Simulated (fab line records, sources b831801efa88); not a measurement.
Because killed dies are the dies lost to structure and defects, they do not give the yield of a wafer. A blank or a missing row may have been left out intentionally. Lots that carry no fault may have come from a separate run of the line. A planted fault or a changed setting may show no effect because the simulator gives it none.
Chamber matching :: flow gf180mcu :: cmp-01 running GF_V2_CMP_26: 4 sister chambers
The step polishes, stops on SiO2, t overpolish 15 s, target thk 0 nm. 4 wafers are shown with their chamber, then 6 later ones without.

WAFERS WITH THEIR CHAMBER
wafer: L761.1
chamber: 0
motor-current-A (A): 11.0

wafer: L769.1
chamber: 1
motor-current-A (A): 9.1

wafer: L769.2
chamber: 2
motor-current-A (A): 11.1

wafer: L769.6
chamber: 3
motor-current-A (A): 12.3

WAFERS WHOSE CHAMBER IS MISSING
wafer: L778.1
motor-current-A (A): 12.3

wafer: L778.4
motor-current-A (A): 11.6

wafer: L778.5
motor-current-A (A): 11.1

wafer: L779.1
motor-current-A (A): 11.2

wafer: L779.2
motor-current-A (A): 12.0

wafer: L779.3
motor-current-A (A): 9.7

THE CHAMBER EACH PASSED THROUGH
wafer: L778.1
from the rows above: 3
in truth: 3

wafer: L778.4
from the rows above: can't be placed: 2 or 0 or 3
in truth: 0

wafer: L778.5
from the rows above: can't be placed: 2 or 0
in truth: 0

wafer: L779.1
from the rows above: can't be placed: 2 or 0
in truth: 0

wafer: L779.2
from the rows above: can't be placed: 3 or 2
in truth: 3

wafer: L779.3
from the rows above: 1
in truth: 1
Correctly placed: 2 of 6. Unplaceable from these rows: 4, with the true chamber sitting among the candidates in 4. Number placed wrongly: 0.
How it was worked out, from the rows above alone: a wafer's distance from a chamber is the root of the sum, over the readings, of the square of ((its reading less the chamber's mean) divided by the reading's scatter). If the next closest chamber is less than 2 further off than the closest, the wafer can't be placed; otherwise it belongs to the closest. For every chamber, the mean is computed from those of its wafers that are shown. The scatter: root of mean squared gap, hidden wafer to nearest shown wafer, with one shown wafer a chamber.
